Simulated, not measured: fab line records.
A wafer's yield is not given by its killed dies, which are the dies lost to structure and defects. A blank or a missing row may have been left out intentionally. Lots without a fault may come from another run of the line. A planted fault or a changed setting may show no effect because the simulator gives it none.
Split-lot study / flow sky130 / 5 lots, 23 wafers read, on a route of 708 steps

## ABOUT THE SPLIT
At SKY_PAD_OPEN_COAT_02 (resist thk 3000 nm), the setting spin-rpm was moved away from the recipe's 2000 rpm on 8 of the 23 wafers read, by -7.3% to +6.8%. All remaining wafers had this setting at the recipe value.

The reading is taken at the split's own step.

## THE READING
coat_of_PAD_OPEN_COAT_02.thk-nm (the simulator's own value, which no gauge read), in nm, at SKY_PAD_OPEN_COAT_02 (resist thk 3000 nm). The file does not state a usual value for it. Across the 15 wafers here that went through the recipe, the average is 3002 nm and the standard deviation 7 nm.

wafer=L078.1; tool, chamber at the split=litho-track-02, 0; spin-rpm as run, rpm=2136; against the recipe=+6.8%; coat_of_PAD_OPEN_COAT_02.thk-nm, nm=2919; against lot-mates on the recipe=-86
wafer=L078.3; tool, chamber at the split=litho-track-02, 0; spin-rpm as run, rpm=2136; against the recipe=+6.8%; coat_of_PAD_OPEN_COAT_02.thk-nm, nm=2915; against lot-mates on the recipe=-90
wafer=L078.4; tool, chamber at the split=litho-track-02, 0; spin-rpm as run, rpm=2000; against the recipe=recipe; coat_of_PAD_OPEN_COAT_02.thk-nm, nm=3003; against lot-mates on the recipe=-
wafer=L078.5; tool, chamber at the split=litho-track-02, 0; spin-rpm as run, rpm=2000; against the recipe=recipe; coat_of_PAD_OPEN_COAT_02.thk-nm, nm=3008; against lot-mates on the recipe=-
wafer=L078.6; tool, chamber at the split=litho-track-02, 0; spin-rpm as run, rpm=2136; against the recipe=+6.8%; coat_of_PAD_OPEN_COAT_02.thk-nm, nm=2905; against lot-mates on the recipe=-100
wafer=L076.1; tool, chamber at the split=litho-track-01, 0; spin-rpm as run, rpm=2040; against the recipe=+2.0%; coat_of_PAD_OPEN_COAT_02.thk-nm, nm=2972; against lot-mates on the recipe=-34
wafer=L076.2; tool, chamber at the split=litho-track-01, 0; spin-rpm as run, rpm=2040; against the recipe=+2.0%; coat_of_PAD_OPEN_COAT_02.thk-nm, nm=2970; against lot-mates on the recipe=-36
wafer=L076.3; tool, chamber at the split=litho-track-01, 0; spin-rpm as run, rpm=2000; against the recipe=recipe; coat_of_PAD_OPEN_COAT_02.thk-nm, nm=3012; against lot-mates on the recipe=-
wafer=L076.5; tool, chamber at the split=litho-track-01, 0; spin-rpm as run, rpm=2040; against the recipe=+2.0%; coat_of_PAD_OPEN_COAT_02.thk-nm, nm=2977; against lot-mates on the recipe=-30
wafer=L076.6; tool, chamber at the split=litho-track-01, 0; spin-rpm as run, rpm=2000; against the recipe=recipe; coat_of_PAD_OPEN_COAT_02.thk-nm, nm=3001; against lot-mates on the recipe=-
wafer=L083.1; tool, chamber at the split=litho-track-01, 0; spin-rpm as run, rpm=2000; against the recipe=recipe; coat_of_PAD_OPEN_COAT_02.thk-nm, nm=3003; against lot-mates on the recipe=-
wafer=L083.3; tool, chamber at the split=litho-track-01, 0; spin-rpm as run, rpm=2000; against the recipe=recipe; coat_of_PAD_OPEN_COAT_02.thk-nm, nm=3003; against lot-mates on the recipe=-
wafer=L083.2; tool, chamber at the split=litho-track-01, 0; spin-rpm as run, rpm=2000; against the recipe=recipe; coat_of_PAD_OPEN_COAT_02.thk-nm, nm=3008; against lot-mates on the recipe=-
wafer=L083.4; tool, chamber at the split=litho-track-01, 0; spin-rpm as run, rpm=2000; against the recipe=recipe; coat_of_PAD_OPEN_COAT_02.thk-nm, nm=3007; against lot-mates on the recipe=-
wafer=L083.5; tool, chamber at the split=litho-track-01, 0; spin-rpm as run, rpm=2000; against the recipe=recipe; coat_of_PAD_OPEN_COAT_02.thk-nm, nm=2998; against lot-mates on the recipe=-
wafer=L081.4; tool, chamber at the split=litho-track-04, 0; spin-rpm as run, rpm=2000; against the recipe=recipe; coat_of_PAD_OPEN_COAT_02.thk-nm, nm=2993; against lot-mates on the recipe=-
wafer=L081.5; tool, chamber at the split=litho-track-04, 0; spin-rpm as run, rpm=2000; against the recipe=recipe; coat_of_PAD_OPEN_COAT_02.thk-nm, nm=2987; against lot-mates on the recipe=-
wafer=L081.6; tool, chamber at the split=litho-track-04, 0; spin-rpm as run, rpm=2000; against the recipe=recipe; coat_of_PAD_OPEN_COAT_02.thk-nm, nm=2995; against lot-mates on the recipe=-
wafer=L084.1; tool, chamber at the split=litho-track-02, 0; spin-rpm as run, rpm=1855; against the recipe=-7.3%; coat_of_PAD_OPEN_COAT_02.thk-nm, nm=3122; against lot-mates on the recipe=+117
wafer=L084.2; tool, chamber at the split=litho-track-02, 0; spin-rpm as run, rpm=2000; against the recipe=recipe; coat_of_PAD_OPEN_COAT_02.thk-nm, nm=3003; against lot-mates on the recipe=-
wafer=L084.3; tool, chamber at the split=litho-track-02, 0; spin-rpm as run, rpm=2000; against the recipe=recipe; coat_of_PAD_OPEN_COAT_02.thk-nm, nm=3014; against lot-mates on the recipe=-
wafer=L084.4; tool, chamber at the split=litho-track-02, 0; spin-rpm as run, rpm=2000; against the recipe=recipe; coat_of_PAD_OPEN_COAT_02.thk-nm, nm=2999; against lot-mates on the recipe=-
wafer=L084.5; tool, chamber at the split=litho-track-02, 0; spin-rpm as run, rpm=1855; against the recipe=-7.3%; coat_of_PAD_OPEN_COAT_02.thk-nm, nm=3131; against lot-mates on the recipe=+126

FIT RESULTS
A straight line over all 23 wafers: coat_of_PAD_OPEN_COAT_02.thk-nm changes by -15 nm for each +1% of spin-rpm; r = -0.99; the points scatter about the line by 8.8 nm.
The same after taking each lot's own level away (the mean of its wafers on the recipe; 23 wafers): -15.1 nm for each +1%; r = -0.99; scatter 6.9 nm.
Per that fit: largest spin-rpm move, reading shift of 1.1e+02 nm.
The lots' own levels span 2991.7 to 3006.5 nm, that is 2.1 times the standard deviation above.
The two slopes are in agreement: the lot-to-lot level therefore moves the slope only a little.
Check: +109 nm against its lot-mates is what the line predicts for one of the wafers moved furthest among these (-7.3%) when that wafer is left out of the fit. It came out at +117 nm against them.

## ADDITIONAL SPLITS CARRIED BY THESE WAFERS
Note: prior to the reading, these wafers also went through further splits. Each is held against what the fit with the lots' levels taken away leaves over:
other split on the same wafers=SKY_VIA4_HMDS_05 prime-temp-c; wafers away from the commonest value=5; r with coat_of_PAD_OPEN_COAT_02.thk-nm (lot level and that fit taken away)=+0.38

## THE FILE'S OWN FIT
coat_of_PAD_OPEN_COAT_02.thk-nm changes by -15.3 nm for each +1% of spin-rpm, r = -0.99.
